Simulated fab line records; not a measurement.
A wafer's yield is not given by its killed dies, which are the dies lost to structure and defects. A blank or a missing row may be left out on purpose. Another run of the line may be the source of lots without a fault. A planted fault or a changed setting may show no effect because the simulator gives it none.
Which tool was responsible? :: flow gf180mcu :: 36 wafers from 12 lots sampled at 2 of the route's 602 steps

== WHAT THE GAUGES SHOWED, per wafer ==
GF_M2_THK_MEAS_06: measures by xrf.
lot: L075
measured: day 18 12:51
on: film metro-02
M2_ALCU_THK (nm): 456 465 467

lot: L077
measured: day 19 08:42
on: film metro-02
M2_ALCU_THK (nm): 462 466 461

lot: L079
measured: day 20 07:46
on: film metro-04
M2_ALCU_THK (nm): 465 451 462

lot: L081
measured: day 20 22:55
on: film metro-01
M2_ALCU_THK (nm): 470 468 470

lot: L083
measured: day 22 05:58
on: film metro-01
M2_ALCU_THK (nm): 474 464 462

lot: L085
measured: day 22 15:18
on: film metro-01
M2_ALCU_THK (nm): 474 471 469

lot: L087
measured: day 23 11:44
on: film metro-01
M2_ALCU_THK (nm): 475 482 483

lot: L089
measured: day 23 23:23
on: film metro-02
M2_ALCU_THK (nm): 464 462 466

lot: L091
measured: day 24 16:11
on: film metro-01
M2_ALCU_THK (nm): 468 462 459

lot: L093
measured: day 25 08:34
on: film metro-01
M2_ALCU_THK (nm): 479 464 474

lot: L095
measured: day 25 17:51
on: film metro-01
M2_ALCU_THK (nm): 460 457 461

lot: L097
measured: day 26 14:17
on: film metro-04
M2_ALCU_THK (nm): 450 455 451

== WHICH TOOL RAN EACH LOT (tool, then ch and the chambers of the sampled wafers, then the start) ==
lot: L075
GF_M2_SPUTTER_00: pvd sputter-04, day 18 12:31

lot: L077
GF_M2_SPUTTER_00: pvd sputter-04, day 19 08:21

lot: L079
GF_M2_SPUTTER_00: pvd sputter-04, day 20 07:25

lot: L081
GF_M2_SPUTTER_00: pvd sputter-03, day 20 22:35

lot: L083
GF_M2_SPUTTER_00: pvd sputter-01, day 22 05:37

lot: L085
GF_M2_SPUTTER_00: pvd sputter-03, day 22 14:56

lot: L087
GF_M2_SPUTTER_00: pvd sputter-04, day 23 11:23

lot: L089
GF_M2_SPUTTER_00: pvd sputter-03, day 23 23:02

lot: L091
GF_M2_SPUTTER_00: pvd sputter-04, day 24 15:50

lot: L093
GF_M2_SPUTTER_00: pvd sputter-01, day 25 08:14

lot: L095
GF_M2_SPUTTER_00: pvd sputter-03, day 25 17:31

lot: L097
GF_M2_SPUTTER_00: pvd sputter-04, day 26 13:56
- GF_M2_SPUTTER_00: material Ti, target thk 37.5 nm, time 150 s.

== THE ANSWER, worked out from the rows above alone ==
Rule: the lots themselves supply what counts as usual. Put in order of their means at a reading, lots are off if they are a third of the lots or fewer, leave a main group of 4 or more, and stand apart from it by a gap of 3 or more times the standard deviation of the main group's means; of several such gaps the widest counts. Not used: any main group whose means are identical at the precision the tables above print for the reading. Also off: a lot with no number at a reading for which 4 or more lots have one. Any other lot the step has rows for is counted as sound.
Nothing can be told from this: no lot is off at any reading shown.

== WHAT HAD BEEN PUT IN BY THE SIMULATOR ==
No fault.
